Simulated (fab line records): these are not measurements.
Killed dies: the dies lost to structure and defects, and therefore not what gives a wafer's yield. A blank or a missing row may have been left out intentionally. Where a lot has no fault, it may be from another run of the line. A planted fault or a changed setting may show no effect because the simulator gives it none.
Which tool did it? / flow gf180mcu / 42 wafers from 14 lots sampled at 5 of the route's 602 steps

WHAT THE GAUGES READ, wafer by wafer
GF_VT_IMPLANT_RS_MEAS_46: measures by four-point-probe.
lot=L770; measured=day 7 12:25; on=film_metro-01; MVSD_RS (ohm/sq)=456.7 456.3 457.6
lot=L774; measured=day 8 14:47; on=film_metro-01; MVSD_RS (ohm/sq)=456.5 457.2 455.6
lot=L775; measured=day 8 21:03; on=film_metro-01; MVSD_RS (ohm/sq)=455.9 457.2 455.4
lot=L776; measured=day 9 04:58; on=film_metro-02; MVSD_RS (ohm/sq)=455.7 455.9 457.3
lot=L777; measured=day 9 14:44; on=film_metro-02; MVSD_RS (ohm/sq)=455.3 456.4 456.2
lot=L778; measured=day 9 21:07; on=film_metro-02; MVSD_RS (ohm/sq)=456.1 456.9 457.0
lot=L780; measured=day 10 09:31; on=film_metro-04; MVSD_RS (ohm/sq)=456.5 458.4 458.3
lot=L785; measured=day 11 19:42; on=film_metro-02; MVSD_RS (ohm/sq)=444.0 444.6 443.4
lot=L786; measured=day 12 01:47; on=film_metro-01; MVSD_RS (ohm/sq)=442.6 443.1 444.6
lot=L788; measured=day 12 20:23; on=film_metro-01; MVSD_RS (ohm/sq)=455.9 455.4 456.0
lot=L789; measured=day 13 00:13; on=film_metro-01; MVSD_RS (ohm/sq)=456.0 457.0 457.2
lot=L790; measured=day 13 02:13; on=film_metro-04; MVSD_RS (ohm/sq)=458.7 459.5 458.3
lot=L792; measured=day 13 15:23; on=film_metro-04; MVSD_RS (ohm/sq)=454.7 455.3 456.8
lot=L793; measured=day 14 04:08; on=film_metro-02; MVSD_RS (ohm/sq)=457.9 458.3 457.5

GF_HV_LDD_TW_MEAS_38.
lot=L770; measured=day 11 13:00; on=film_metro-04; HV_LDD_3_TW=1451 1454 1452
lot=L774; measured=day 12 21:34; on=film_metro-04; HV_LDD_3_TW=1443 1452 1446
lot=L775; measured=day 12 23:54; on=film_metro-04; HV_LDD_3_TW=1448 1451 1452
lot=L776; measured=day 13 14:31; on=film_metro-04; HV_LDD_3_TW=1451 1449 1453
lot=L777; measured=day 13 21:13; on=film_metro-02; HV_LDD_3_TW=1417 1416 1416
lot=L778; measured=day 14 05:25; on=film_metro-04; HV_LDD_3_TW=1444 1448 1447
lot=L780; measured=day 14 20:04; on=film_metro-01; HV_LDD_3_TW=1441 1430 1434
lot=L785; measured=day 16 13:46; on=film_metro-01; HV_LDD_3_TW=1444 1439 1439
lot=L786; measured=day 16 17:34; on=film_metro-01; HV_LDD_3_TW=1441 1436 1448
lot=L788; measured=day 17 19:10; on=film_metro-01; HV_LDD_3_TW=1441 1430 1429
lot=L789; measured=day 18 00:36; on=film_metro-02; HV_LDD_3_TW=1416 1425 1417
lot=L790; measured=day 18 06:13; on=film_metro-01; HV_LDD_3_TW=1429 1434 1423
lot=L792; measured=day 18 16:49; on=film_metro-04; HV_LDD_3_TW=1452 1464 1448
lot=L793; measured=day 19 05:40; on=film_metro-01; HV_LDD_3_TW=1438 1438 1433

GF_SAB_CD_MEAS_09: target cd 420 nm.
lot=L770; measured=day 15 00:56; on=cd_sem-01; cd_nm (nm)=417.6 417.3 416.7
lot=L774; measured=day 16 13:16; on=cd_sem-01; cd_nm (nm)=424.1 422.9 424.1
lot=L775; measured=day 16 19:14; on=cd_sem-01; cd_nm (nm)=421.0 420.1 420.5
lot=L776; measured=day 17 07:52; on=cd_sem-01; cd_nm (nm)=418.6 419.1 420.6
lot=L777; measured=day 17 15:05; on=cd_sem-02; cd_nm (nm)=421.4 421.4 422.5
lot=L778; measured=day 18 01:46; on=cd_sem-01; cd_nm (nm)=417.5 418.9 415.9
lot=L780; measured=day 18 18:46; on=cd_sem-02; cd_nm (nm)=415.3 418.3 417.3
lot=L785; measured=day 20 15:47; on=cd_sem-01; cd_nm (nm)=416.3 417.2 420.3
lot=L786; measured=day 20 18:56; on=cd_sem-01; cd_nm (nm)=419.4 418.8 421.2
lot=L788; measured=day 21 23:41; on=cd_sem-02; cd_nm (nm)=422.9 422.5 418.7
lot=L789; measured=day 22 05:32; on=cd_sem-02; cd_nm (nm)=421.3 416.6 419.4
lot=L790; measured=day 22 11:04; on=cd_sem-02; cd_nm (nm)=419.5 419.0 416.9
lot=L792; measured=day 23 10:17; on=cd_sem-02; cd_nm (nm)=416.6 416.2 418.3
lot=L793; measured=day 23 09:41; on=cd_sem-02; cd_nm (nm)=417.5 418.1 417.8

GF_SALICIDE_THK_MEAS_05: measures by xrf.
lot=L770; measured=day 15 01:37; on=film_metro-03; SALICIDE_TIN_THK (nm)=19.7 19.8 19.8
lot=L774; measured=day 16 13:57; on=film_metro-04; SALICIDE_TIN_THK (nm)=20.0 20.0 19.8
lot=L775; measured=day 16 20:04; on=film_metro-04; SALICIDE_TIN_THK (nm)=19.4 19.3 19.5
lot=L776; measured=day 17 08:41; on=film_metro-04; SALICIDE_TIN_THK (nm)=19.0 19.6 19.2
lot=L777; measured=day 17 15:57; on=film_metro-04; SALICIDE_TIN_THK (nm)=19.7 19.5 19.5
lot=L778; measured=day 18 02:25; on=film_metro-04; SALICIDE_TIN_THK (nm)=19.6 19.8 19.4
lot=L780; measured=day 18 19:25; on=film_metro-01; SALICIDE_TIN_THK (nm)=19.9 19.9 20.1
lot=L785; measured=day 20 16:29; on=film_metro-04; SALICIDE_TIN_THK (nm)=19.5 19.8 19.8
lot=L786; measured=day 20 19:35; on=film_metro-03; SALICIDE_TIN_THK (nm)=20.2 19.5 20.3
lot=L788; measured=day 22 00:22; on=film_metro-03; SALICIDE_TIN_THK (nm)=20.5 20.1 20.1
lot=L789; measured=day 22 06:12; on=film_metro-03; SALICIDE_TIN_THK (nm)=20.5 20.1 20.2
lot=L790; measured=day 22 11:43; on=film_metro-04; SALICIDE_TIN_THK (nm)=20.0 20.0 20.2
lot=L792; measured=day 23 11:07; on=film_metro-04; SALICIDE_TIN_THK (nm)=20.1 19.6 20.0
lot=L793; measured=day 23 10:31; on=film_metro-01; SALICIDE_TIN_THK (nm)=19.9 19.9 20.3

TOOL THAT RAN EACH LOT (tool first, then ch and the chambers of the sampled wafers, then the start)
lot=L770; GF_MVSD_IMPLANT_09=implanter-02 ch 0, day 4 09:39
lot=L774; GF_MVSD_IMPLANT_09=implanter-03 ch 0, day 5 08:52
lot=L775; GF_MVSD_IMPLANT_09=implanter-02 ch 0, day 5 14:32
lot=L776; GF_MVSD_IMPLANT_09=implanter-03 ch 0, day 5 21:24
lot=L777; GF_MVSD_IMPLANT_09=implanter-01 ch 0, day 6 06:11
lot=L778; GF_MVSD_IMPLANT_09=implanter-01 ch 0, day 6 11:01
lot=L780; GF_MVSD_IMPLANT_09=implanter-03 ch 0, day 6 22:26
lot=L785; GF_MVSD_IMPLANT_09=implanter-02 ch 0, day 8 02:52
lot=L786; GF_MVSD_IMPLANT_09=implanter-02 ch 0, day 8 08:08
lot=L788; GF_MVSD_IMPLANT_09=implanter-01 ch 0, day 8 23:26
lot=L789; GF_MVSD_IMPLANT_09=implanter-03 ch 0, day 9 01:43
lot=L790; GF_MVSD_IMPLANT_09=implanter-01 ch 0, day 9 05:05
lot=L792; GF_MVSD_IMPLANT_09=implanter-01 ch 0, day 9 15:44
lot=L793; GF_MVSD_IMPLANT_09=implanter-01 ch 0, day 10 01:38
- GF_MVSD_IMPLANT_09

WHAT THE TOOLS THEMSELVES READ (means of the sampled wafers that have a number; where no wafer has one, the mark that the record gives instead)
GF_MVSD_IMPLANT_09.
lot=L770 tool=implanter-02 dose_ions_cm2=5e+12 faraday_current_uA=28.0
lot=L774 tool=implanter-03 dose_ions_cm2=5e+12 faraday_current_uA=27.8
lot=L775 tool=implanter-02 dose_ions_cm2=5e+12 faraday_current_uA=27.9
lot=L776 tool=implanter-03 dose_ions_cm2=5e+12 faraday_current_uA=27.5
lot=L777 tool=implanter-01 dose_ions_cm2=5e+12 faraday_current_uA=28.6
lot=L778 tool=implanter-01 dose_ions_cm2=5e+12 faraday_current_uA=28.6
lot=L780 tool=implanter-03 dose_ions_cm2=5e+12 faraday_current_uA=28.5
lot=L785 tool=implanter-02 dose_ions_cm2=6e+12 faraday_current_uA=33.4
lot=L786 tool=implanter-02 dose_ions_cm2=6e+12 faraday_current_uA=33.7
lot=L788 tool=implanter-01 dose_ions_cm2=5e+12 faraday_current_uA=28.6
lot=L789 tool=implanter-03 dose_ions_cm2=5e+12 faraday_current_uA=28.2
lot=L790 tool=implanter-01 dose_ions_cm2=5e+12 faraday_current_uA=27.7
lot=L792 tool=implanter-01 dose_ions_cm2=5e+12 faraday_current_uA=28.0
lot=L793 tool=implanter-01 dose_ions_cm2=5e+12 faraday_current_uA=28.0

THE ANSWER, worked out from the rows above alone
Rule: what is usual is taken from the lots themselves. Put in order of their means at a reading, lots are off if they are a third of the lots or fewer, leave a main group of 4 or more, and stand apart from it by a gap of 3 or more times the standard deviation of the main group's means; of several such gaps the widest counts. A main group is skipped when, at the precision printed for the reading in the tables above, its means are all equal. Also off: a lot with no number at a reading for which 4 or more lots have one. Where the step has rows for the other lots, those lots are counted as sound. The gauges are gone through in route order, then the tools' own readings, and for those a lot's mean is taken as printed above. At the first step where some lot is off, the reading lying furthest off is the one used; lots without a number count as furthest.
Off: L785, L786, at GF_VT_IMPLANT_RS_MEAS_46 (MVSD_RS). For the main group the mean is 456.7 ohm/sq and the standard deviation 0.92.
If a tool, at a process step before that reading, ran all the lots that are off and no sound lot after the first of them, it fits. Not tried: the gauges at GF_VT_IMPLANT_RS_MEAS_46; whatever is off there is also off at GF_MVSD_IMPLANT_09, on other tools, and gauge error can't account for it. One fits: implanter-02 at GF_MVSD_IMPLANT_09. A fault onset in the window from L775 (day 5 14:32, its last sound lot) to L785 (day 8 02:52, its first lot off) fits.
The tool's own readings at GF_MVSD_IMPLANT_09 bear it out: on the lots that are off they differ by more than 5 times the standard deviation of the sound lots' means. dose_ions_cm2 reads 6e+12 there against 5e+12 on the sound lots; faraday_current_uA reads 33.5 there against 28.1 on the sound lots.

WHAT THE SIMULATOR PUT IN
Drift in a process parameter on implanter-02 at GF_MVSD_IMPLANT_09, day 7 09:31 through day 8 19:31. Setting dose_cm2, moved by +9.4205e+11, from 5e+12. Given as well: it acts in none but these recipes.
Shown lots that were struck: L785, L786. The same result came from the rule above.
